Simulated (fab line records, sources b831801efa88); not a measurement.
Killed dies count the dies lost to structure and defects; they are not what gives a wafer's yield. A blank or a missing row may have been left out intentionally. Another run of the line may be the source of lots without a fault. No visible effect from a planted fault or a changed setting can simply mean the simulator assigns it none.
fab line records	flow sky130
record lots=13	wafers=38	lastDay=51
route steps=708 shown VT_ADJUST_PCH@149 SD_N@354 RES_XHIGH@360 CONTACT@433 PAD_OPEN@708
lots that met no fault: from a run of the same line without faults
startH: the number of hours between the record's first day and the start of the first shown wafer of the lot	waitH: hours elapsed since this lot's preceding step	" repeats the value in the row above	L1.1+2: several wafers, shown together as one row	- no value, or no start given	* or withheld: withheld	< > ~ a bound
route shown NAME@n: names a module that has steps shown in the file, with the first one's number in the route	usual: average and standard deviation across the fault-free wafers	same: alike in all rows	chamber/n: place in a boat	sites: each site's reading	_std_site: their standard deviation	_edge_site: the outer-site mean with the inner-site mean subtracted	radiusMm: how far each site lies from the wafer's centre	mask NAME#n: copy n	behind: the last tool/chamber to shape the wafer	hold: the reason the lot was held/the length of the hold in hours/how it ended	device: names the non-switching transistor (n, p or np)	end of line: the route-end tests of the same wafers	for a step that has no rows: nothing shown but its recipe	killed: at the first sort, the dies lost to defects and structure; wafer yield is something else	map: the dies of a wafer, with x for killed, . for not killed, _ for no die there
set.NAME: the run value of the setting; set.NAME@STEP: its run value at that earlier step	model.NAME: the simulator's own value behind a step, which no gauge read
steps of the route over a sample of lots; a table a step, a row a wafer
services: a tool's chamber out of use, with start hour (startH, from the record's first day; less than 0 if before it), hours out, and reason
## steps
# step SKY_VT_ADJUST_PCH_DEVELOP_06
# recipe wallAngleDeg=90	developer=TMAH	developTimeS=60	devTempC=23
# usual developerTempC=22.99/0.11
lot.wafer	tool	chamber	startH	waitH	developerTempC
L696.1	lithoTrack-03	0	236	-	23.14
L696.3	"	0	"	"	23.15
L696.6	"	0	"	"	23.20
L697.1	lithoTrack-04	0	243	-	23.08
L697.4	"	0	"	"	23.00
L697.5	"	0	"	"	22.90
L698.3	lithoTrack-01	0	247	-	22.93
L698.4	"	0	"	"	23.06
L698.5	"	0	"	"	23.13
L699.1	lithoTrack-01	0	255	-	23.08
L699.4	"	0	256	-	23.06
L699.6	"	0	"	"	22.92
L700.1	lithoTrack-04	0	261	-	22.89
L700.5	"	0	"	"	23.04
L700.6	"	0	"	"	22.91
L701.4	lithoTrack-03	0	272	-	22.98
L701.5	"	0	"	"	23.10
L701.6	"	0	"	"	23.01
L702.2	lithoTrack-04	0	279	-	23.07
L702.3	"	0	"	"	23.02
L702.4	"	0	"	"	23.03
L706.2	lithoTrack-03	0	314	-	23.11
L706.4	"	0	"	"	23.04
L715.1	lithoTrack-04	0	386	-	23.15
L715.2	"	0	"	"	23.00
L715.6	"	0	"	"	22.84
L716.1	lithoTrack-01	0	391	-	23.01
L716.3	"	0	"	"	23.00
L716.6	"	0	"	"	23.03
L717.4	lithoTrack-04	0	401	-	22.91
L717.5	"	0	"	"	22.88
L717.6	"	0	"	"	22.93
L718.1	lithoTrack-01	0	407	-	22.98
L718.2	"	0	"	"	22.91
L718.5	"	0	"	"	22.91
L719.2	lithoTrack-03	0	413	-	23.06
L719.3	"	0	"	"	23.05
L719.5	"	0	"	"	22.97
# step SKY_SD_N_TW_MEAS_12
# usual SD_N_TW=3977/23
lot.wafer	tool	chamber	startH	waitH	SD_N_TW
L696.1	filmMetro-01	-	673.66	0.1	3992
L696.3	"	-	"	"	3989
L696.6	"	-	"	"	3997
L698.3	filmMetro-02	-	685.13	0.1	3965
L698.4	"	-	"	"	3988
L698.5	"	-	"	"	3982
L697.1	filmMetro-03	-	686.40	0.1	3989
L697.4	"	-	"	"	3998
L697.5	"	-	"	"	3997
L699.1	filmMetro-02	-	696.91	0.1	4005
L699.4	"	-	"	"	3977
L699.6	"	-	"	"	3979
L700.1	filmMetro-03	-	707.61	0.1	3953
L700.5	"	-	"	"	3955
L700.6	"	-	"	"	3978
L701.4	filmMetro-01	-	713.08	0.1	3925
L701.5	"	-	"	"	3967
L701.6	"	-	"	"	3939
L702.2	filmMetro-01	-	724.20	0.1	3971
L702.3	"	-	"	"	3960
L702.4	"	-	"	"	3958
L706.2	filmMetro-01	-	767.42	0.1	3966
L706.4	"	-	"	"	3953
L715.1	filmMetro-01	-	834.85	0.1	3942
L715.2	"	-	"	"	3923
L715.6	"	-	"	"	3938
L716.1	filmMetro-02	-	836.24	0.1	3979
L716.3	"	-	"	"	4001
L716.6	"	-	"	"	3998
L717.4	filmMetro-01	-	842.83	0.1	3968
L717.5	"	-	"	"	3965
L717.6	"	-	"	"	3992
L718.1	filmMetro-01	-	844.24	0.1	3935
L718.2	"	-	"	"	3949
L718.5	"	-	"	"	3953
L719.2	filmMetro-02	-	851.97	0.1	4033
L719.3	"	-	"	"	3995
L719.5	"	-	"	"	4004
# step SKY_SD_N_RS_MEAS_18
# recipe thkMeasGauge=four-point-probe
# usual RES_XHIGH_RS=333.6/1.2
lot.wafer	tool	chamber	startH	waitH	RES_XHIGH_RS[ohm/sq]
L696.1	filmMetro-02	-	674.18	0.1	333.9
L696.3	"	-	"	"	333.0
L696.6	"	-	"	"	333.4
L698.3	filmMetro-03	-	685.67	0.1	334.3
L698.4	"	-	"	"	333.3
L698.5	"	-	"	"	332.9
L697.1	filmMetro-03	-	686.92	0.1	333.7
L697.4	"	-	"	"	335.1
L697.5	"	-	"	"	333.7
L699.1	filmMetro-02	-	697.43	0.1	333.3
L699.4	"	-	"	"	334.2
L699.6	"	-	"	"	333.0
L700.1	filmMetro-01	-	708.13	0.1	333.1
L700.5	"	-	"	"	331.4
L700.6	"	-	"	"	331.6
L701.4	filmMetro-02	-	713.63	0.1	334.7
L701.5	"	-	"	"	334.2
L701.6	"	-	"	"	335.7
L702.2	filmMetro-03	-	724.73	0.1	332.7
L702.3	"	-	"	"	333.8
L702.4	"	-	"	"	333.4
L706.2	filmMetro-03	-	767.95	0.1	333.5
L706.4	"	-	"	"	334.3
L715.1	filmMetro-03	-	835.37	0.1	333.7
L715.2	"	-	"	"	333.6
L715.6	"	-	"	"	332.3
L716.1	filmMetro-03	-	836.76	0.1	333.7
L716.3	"	-	"	"	333.2
L716.6	"	-	"	"	333.0
L717.4	filmMetro-02	-	843.39	0.1	331.3
L717.5	"	-	"	"	332.7
L717.6	"	-	"	"	331.9
L718.1	filmMetro-02	-	844.76	0.1	331.2
L718.2	"	-	"	"	330.1
L718.5	"	-	"	"	332.4
L719.2	filmMetro-03	-	852.50	0.1	334.7
L719.3	"	-	"	"	334.9
L719.5	"	-	"	"	335.5
# step SKY_CONTACT_CMP_27
# recipe stopOn=SiO2	tOverpolishS=15	downForcePsi=3.5	platenRpm=60	targetThkNm=0	padVelocityMS=0.94248
# usual motorCurrentA=11.3/1.1	overpolishRunS=15.000/0.0093	timeToEndpointS=82/3.7
lot.wafer	tool	chamber	startH	waitH	motorCurrentA	overpolishRunS	timeToEndpointS
L696.1	cmp-01	1	771.73	0.1	11.1	15.007	81
L696.3	"	2	"	"	10.3	14.987	82
L696.6	"	1	"	"	11.1	14.991	82
L697.1	cmp-02	1	783.00	0.1	13.4	15.008	86
L697.4	"	2	"	"	11.2	14.995	79
L697.5	"	1	"	"	13.3	15.007	86
L698.3	cmp-01	3	783.01	0.1	9.4	14.984	88
L698.4	"	1	"	"	11.0	15.000	82
L698.5	"	2	"	"	10.9	14.986	85
L699.1	cmp-01	0	792.09	0.1	10.0	15.000	81
L699.4	"	1	"	"	11.4	15.006	81
L699.6	"	3	"	"	10.6	15.013	82
L700.1	cmp-01	2	802.23	0.1	10.3	15.018	82
L700.5	"	2	"	"	10.3	14.984	82
L700.6	"	3	"	"	9.9	15.001	81
L701.4	cmp-01	0	807.78	0.0	11.0	14.998	76
L701.6	"	0	"	"	9.8	14.997	76
L701.5	"	1	"	"	11.3	15.005	85
L702.3	cmp-02	2	816.23	0.1	10.9	14.990	78
L702.2	"	3	"	"	13.5	15.018	84
L702.4	"	0	"	"	10.9	14.988	81
L706.2	cmp-01	3	852.85	0.1	9.8	15.002	86
L706.4	"	0	"	"	10.8	14.997	79
L715.2	cmp-02	0	919.19	0.2	10.6	15.020	74
L715.1	"	1	"	"	12.9	15.001	81
L715.6	"	2	"	"	10.6	14.999	75
L716.3	cmp-02	0	919.84	0.0	11.2	14.997	81
L716.1	"	1	"	"	13.3	15.000	83
L716.6	"	1	"	"	13.3	14.990	82
L717.4	cmp-01	2	926.60	0.0	10.9	15.015	82
L717.5	"	2	"	"	10.7	15.006	83
L717.6	"	3	"	"	9.8	14.990	85
L718.2	cmp-02	0	928.88	0.0	10.6	14.994	81
L718.1	"	1	"	"	12.8	14.996	85
L718.5	"	1	"	"	13.0	15.006	85
L719.2	cmp-02	2	934.93	0.1	11.0	15.001	76
L719.3	"	3	"	"	13.1	15.000	84
L719.5	"	1	"	"	12.7	14.997	81
# step SKY_PAD_OPEN_PROBE_99
# usual killed_at_M0_to_M3=43/7	killed_at_M4_up=3.1/1.5	killedAtContacts=23/4.9	killedAtFrontEnd=16/3.9	killedAtOther=0.3/0.52	killedDies=86/8.2	killedOnRim=16/3.7	killedOpen=47/6.1	killedShort=38/5.8
# same grossDies=492	killedAtBackSide=0
lot.wafer	tool	chamber	startH	waitH	hold	killed_at_M0_to_M3	killed_at_M4_up	killedAtContacts	killedAtFrontEnd	killedAtOther	killedDies	killedOnRim	killedOpen	killedShort
L696.1	prober-02	-	1112.15	0.1	-	36	2	22	13	0	73	18	39	34
L696.3	prober-02	-	1112.25	0.2	-	47	3	24	17	0	91	18	50	41
L696.6	prober-02	-	1112.40	0.2	-	30	3	28	19	0	80	20	43	37
L698.3	prober-01	-	1119.70	0.2	-	36	3	31	17	0	87	22	43	42
L698.4	prober-01	-	1119.75	0.2	-	35	3	25	20	0	83	17	49	33
L698.5	prober-01	-	1119.80	0.2	-	30	2	22	19	1	74	14	40	34
L701.4	prober-01	-	1140.16	0.2	-	44	3	21	13	0	81	23	42	39
L701.5	prober-01	-	1140.21	0.2	-	50	2	21	18	0	91	12	52	39
L701.6	prober-01	-	1140.26	0.2	-	57	5	20	12	0	94	22	57	37
L706.2	prober-01	-	1175.13	0.1	awaitDispo/8.2h/release	41	1	23	14	0	79	17	40	38
L706.4	prober-01	-	1175.23	0.2	awaitDispo/8.2h/release	29	3	30	18	0	80	7	43	36
# killed by level:class
L696.1 VIA1:geometricParticle:open=10 LI_CONTACT:geometricParticle:open=8 METAL1:geometricParticle:short=7 CONTACT:geometricParticle:short=6 VIA2:geometricParticle:open=5 METAL2:geometricParticle:short=5 CONTACT:geometricParticle:open=4 VIA3:geometricParticle:open=4
L696.3 LI_CONTACT:geometricParticle:open=10 POLY_GATE:geometricParticle:short=9 VIA1:geometricParticle:open=9 METAL1:geometricParticle:short=8 CONTACT:geometricParticle:open=8 VIA3:geometricParticle:open=5 VIA2:geometricParticle:open=5 VIA1:geometricParticle:short=4
L696.6 LI_CONTACT:geometricParticle:open=10 CONTACT:geometricParticle:open=7 METAL1:geometricParticle:short=7 FIELD_ISO:geometricParticle:short=5 CONTACT:geometricParticle:short=5 VIA1:geometricParticle:short=4 FIELD_ISO:geometricParticle:open=3 POLY_GATE:geometricParticle:short=3
L698.3 LI_CONTACT:geometricParticle:open=11 CONTACT:geometricParticle:open=9 VIA2:geometricParticle:short=7 VIA3:geometricParticle:open=7 FIELD_ISO:geometricParticle:short=5 POLY_GATE:geometricParticle:short=4 CONTACT:geometricParticle:short=4 VIA1:geometricParticle:open=4
L698.4 LI_CONTACT:geometricParticle:open=11 VIA1:geometricParticle:open=8 CONTACT:geometricParticle:open=6 METAL1:geometricParticle:open=6 POLY_GATE:geometricParticle:open=5 POLY_GATE:geometricParticle:short=5 CONTACT:geometricParticle:short=5 VIA3:geometricParticle:open=5
L698.5 VIA1:geometricParticle:open=10 CONTACT:geometricParticle:open=8 FIELD_ISO:geometricParticle:open=6 LI_CONTACT:geometricParticle:short=5 VIA3:geometricParticle:open=5 METAL2:geometricParticle:short=5 FIELD_ISO:geometricParticle:short=4 LOCAL_INTERCONNECT:geometricParticle:short=4
L701.4 VIA1:geometricParticle:open=13 LI_CONTACT:geometricParticle:open=7 METAL1:geometricParticle:short=7 FIELD_ISO:geometricParticle:open=5 CONTACT:geometricParticle:short=5 METAL2:geometricParticle:short=5 VIA1:geometricParticle:short=5 POLY_GATE:geometricParticle:short=4
L701.5 VIA1:geometricParticle:open=12 VIA3:geometricParticle:open=10 LI_CONTACT:geometricParticle:open=8 POLY_GATE:geometricParticle:short=7 METAL1:geometricParticle:short=7 CONTACT:geometricParticle:open=5 VIA1:geometricParticle:short=5 FIELD_ISO:geometricParticle:open=3
L701.6 VIA1:geometricParticle:open=13 VIA3:geometricParticle:open=10 METAL1:geometricParticle:short=10 CONTACT:geometricParticle:open=8 LI_CONTACT:geometricParticle:open=6 VIA1:geometricParticle:short=6 VIA2:geometricParticle:open=5 METAL2:geometricParticle:short=5
L706.2 LI_CONTACT:geometricParticle:open=10 VIA3:geometricParticle:short=10 CONTACT:geometricParticle:open=7 VIA1:geometricParticle:open=6 METAL2:geometricParticle:short=6 VIA3:geometricParticle:open=5 VIA2:geometricParticle:short=4 FIELD_ISO:geometricParticle:short=3
L706.4 LI_CONTACT:geometricParticle:open=11 CONTACT:geometricParticle:open=9 VIA1:geometricParticle:open=6 FIELD_ISO:geometricParticle:short=5 FIELD_ISO:geometricParticle:open=5 LOCAL_INTERCONNECT:geometricParticle:short=5 METAL1:geometricParticle:short=5 VIA2:geometricParticle:open=5
## services
tool	chamber	startH	hours	kind
cmp-02	-	212.50	2.2	pm
cmp-02	-	215.58	23.4	repair
cmp-01	-	232.23	4.0	pm
cmp-02	-	238.82	1.0	repair
cmp-01	-	239.14	1.2	repair
cmp-01	-	279.16	0.8	repair
cmp-02	-	295.68	2.0	repair
cmp-02	-	322.33	1.8	repair
cmp-01	-	327.52	2.3	repair
cmp-02	-	334.04	0.6	repair
cmp-02	-	335.65	2.4	repair
cmp-02	-	365.48	1.4	repair
cmp-01	-	367.21	3.2	repair
cmp-02	-	370.17	0.4	repair
cmp-02	-	373.65	1.1	repair
cmp-02	-	406.65	4.0	pm
cmp-02	-	447.28	0.5	repair
cmp-01	-	471.06	1.7	repair
cmp-01	-	483.03	4.6	pm
cmp-01	-	572.15	3.7	pm
cmp-01	-	575.85	4.0	pm
cmp-01	-	586.74	3.1	repair
cmp-01	-	867.94	12.5	repair
cmp-01	-	915.85	4.0	pm
## key
firstSign step=SKY_PAD_OPEN_PROBE_99	reading=hold	direction=added
effect none on later readings
metAt SKY_VT_ADJUST_PCH_DEVELOP_06
struckLots L706
struckWafers L706.2
testerLeftOut L706
notActingAt SKY_SD_N_TW_MEAS_12,SKY_SD_N_RS_MEAS_18,SKY_CONTACT_CMP_27
onsetBetween 272 314
fault kind=processParameterDrift	tool=lithoTrack-03	chamber=-	onsetH=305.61	steps=SKY_VT_ADJUST_PCH_DEVELOP_06	channel=developTimeS	offset=*	shape=step	endH=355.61	scope=struckWafersOnly	actsIn=*	stated=*
# testerLeftOut: of these lots the tester's yield and bins aren't shown, on N5 and GAA mostly nor the transistor test; their killed dies are dies lost to structure and defects alone, not to doping, threshold or leakage, so they don't give the yield
